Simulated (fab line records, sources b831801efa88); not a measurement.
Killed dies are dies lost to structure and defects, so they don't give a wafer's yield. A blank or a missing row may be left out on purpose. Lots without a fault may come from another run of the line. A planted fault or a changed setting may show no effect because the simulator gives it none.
Which tool did it? | flow gf180mcu | 12 lots, 36 wafers sampled, at 3 steps of a route of 602

WHAT THE GAUGES READ, wafer by wafer
GF_V2_CD_MEAS_14: target cd 260 nm.
lot  | measured     | on        | cd_nm (nm)
L809 | day 20 05:23 | cd_sem-02 | 259.5 259.5 259.9
L811 | day 21 01:40 | cd_sem-01 | 260.9 261.1 261.4
L812 | day 21 07:18 | cd_sem-02 | 263.0 262.1 264.2
L815 | day 22 11:18 | cd_sem-01 | 252.1 251.6 251.4 252.2 251.8 251.6
L818 | day 23 18:29 | cd_sem-01 | 250.2 249.8 248.8 250.3 249.9 248.9
L822 | day 25 01:01 | cd_sem-01 | 259.3 259.1 259.4
L827 | day 26 17:42 | cd_sem-01 | 259.7 259.1 258.6
L828 | day 26 18:39 | cd_sem-01 | 259.5 258.4 258.7
L829 | day 27 04:18 | cd_sem-02 | 259.6 260.3 260.1
L830 | day 27 08:40 | cd_sem-02 | 260.9 260.7 261.0
L832 | day 27 19:20 | cd_sem-02 | 257.5 257.1 258.0
L831 | day 27 22:44 | cd_sem-02 | 259.0 257.8 258.6

WHICH TOOL RAN EACH LOT (tool, then ch and the chambers of the sampled wafers, then the start)
lot  | GF_M2_SPUTTER_03             | GF_V2_SOFTBAKE_10
L809 | pvd_sputter-03, day 18 03:31 | litho_track-03 ch 0, day 19 17:00
L811 | pvd_sputter-01, day 18 23:40 | litho_track-03 ch 0, day 20 13:00
L812 | pvd_sputter-03, day 19 06:22 | litho_track-04 ch 0, day 20 19:00
L815 | pvd_sputter-02, day 20 10:22 | litho_track-04 ch 0, day 21 23:00
L818 | pvd_sputter-03, day 21 19:03 | litho_track-04 ch 0, day 23 06:00
L822 | pvd_sputter-02, day 23 03:08 | litho_track-02 ch 0, day 24 14:00
L827 | pvd_sputter-01, day 24 22:00 | litho_track-02 ch 0, day 26 07:00
L828 | pvd_sputter-03, day 24 22:21 | litho_track-02 ch 0, day 26 08:00
L829 | pvd_sputter-03, day 25 08:43 | litho_track-04 ch 0, day 26 17:00
L830 | pvd_sputter-01, day 25 14:10 | litho_track-03 ch 0, day 26 22:00
L832 | pvd_sputter-03, day 26 01:33 | litho_track-02 ch 0, day 27 09:00
L831 | pvd_sputter-03, day 26 05:15 | litho_track-04 ch 0, day 27 12:00
- GF_M2_SPUTTER_03: material Ti, target thk 10 nm, time 6.7 s.
- GF_V2_SOFTBAKE_10: time 60 s.

WHAT THE TOOLS THEMSELVES READ (means of the sampled wafers that have a number; where no wafer has one, the mark that the record gives instead)
GF_M2_SPUTTER_03.
lot  | tool           | substrate_temp_c (C) | throttle_valve_pct (%)
L809 | pvd_sputter-03 | 299.98               | 30.0
L811 | pvd_sputter-01 | 299.85               | 30.4
L812 | pvd_sputter-03 | 299.87               | 30.4
L815 | pvd_sputter-02 | 299.93               | 29.1
L818 | pvd_sputter-03 | 300.05               | 29.9
L822 | pvd_sputter-02 | 300.04               | 30.0
L827 | pvd_sputter-01 | 300.00               | 30.7
L828 | pvd_sputter-03 | 300.05               | 30.2
L829 | pvd_sputter-03 | 300.12               | 29.5
L830 | pvd_sputter-01 | 300.07               | 30.7
L832 | pvd_sputter-03 | 299.86               | 29.9
L831 | pvd_sputter-03 | 299.86               | 29.7

GF_V2_SOFTBAKE_10.
lot  | tool           | heater_power_total_W (W) | plate_temp_C (C)
L809 | litho_track-03 | 93.03                    | 130.23
L811 | litho_track-03 | 93.02                    | 130.04
L812 | litho_track-04 | 93.06                    | 130.16
L815 | litho_track-04 | 89.90                    | 126.39
L818 | litho_track-04 | 89.97                    | 126.49
L822 | litho_track-02 | 92.99                    | 130.00
L827 | litho_track-02 | 93.05                    | 129.93
L828 | litho_track-02 | 93.07                    | 130.02
L829 | litho_track-04 | 93.06                    | 129.90
L830 | litho_track-03 | 93.05                    | 130.06
L832 | litho_track-02 | 93.06                    | 129.89
L831 | litho_track-04 | 93.02                    | 129.97

THE ANSWER, worked out from the rows above alone
Rule: what is usual is taken from the lots themselves. Put in order of their means at a reading, lots are off if they are a third of the lots or fewer, leave a main group of 4 or more, and stand apart from it by a gap of 3 or more times the standard deviation of the main group's means; of several such gaps the widest counts. A main group whose means are all the same, to the digits that the tables above print for the reading, isn't used. A lot without any number at a reading at which 4 lots or more have one is off too. The other lots that the step has rows for count as sound. The gauges are gone through in route order, then the tools' own readings, and for those a lot's mean is taken as printed above. The first step at which some lot is off is used, and at that step the reading that is off furthest; a lot without a number counts as furthest.
Off: L815, L818, at GF_V2_CD_MEAS_14 (cd_nm). The main group: mean 259.8 nm, standard deviation 1.5.
A tool fits if, at a process step before that reading, it ran every lot that is off, and no sound lot after the first of them. The gauges at GF_V2_CD_MEAS_14 aren't tried: what is off there is off at GF_V2_SOFTBAKE_10 too, on other tools, and a gauge's error can't cause that. None of those tried fits.

WHAT THE SIMULATOR HAD PUT IN
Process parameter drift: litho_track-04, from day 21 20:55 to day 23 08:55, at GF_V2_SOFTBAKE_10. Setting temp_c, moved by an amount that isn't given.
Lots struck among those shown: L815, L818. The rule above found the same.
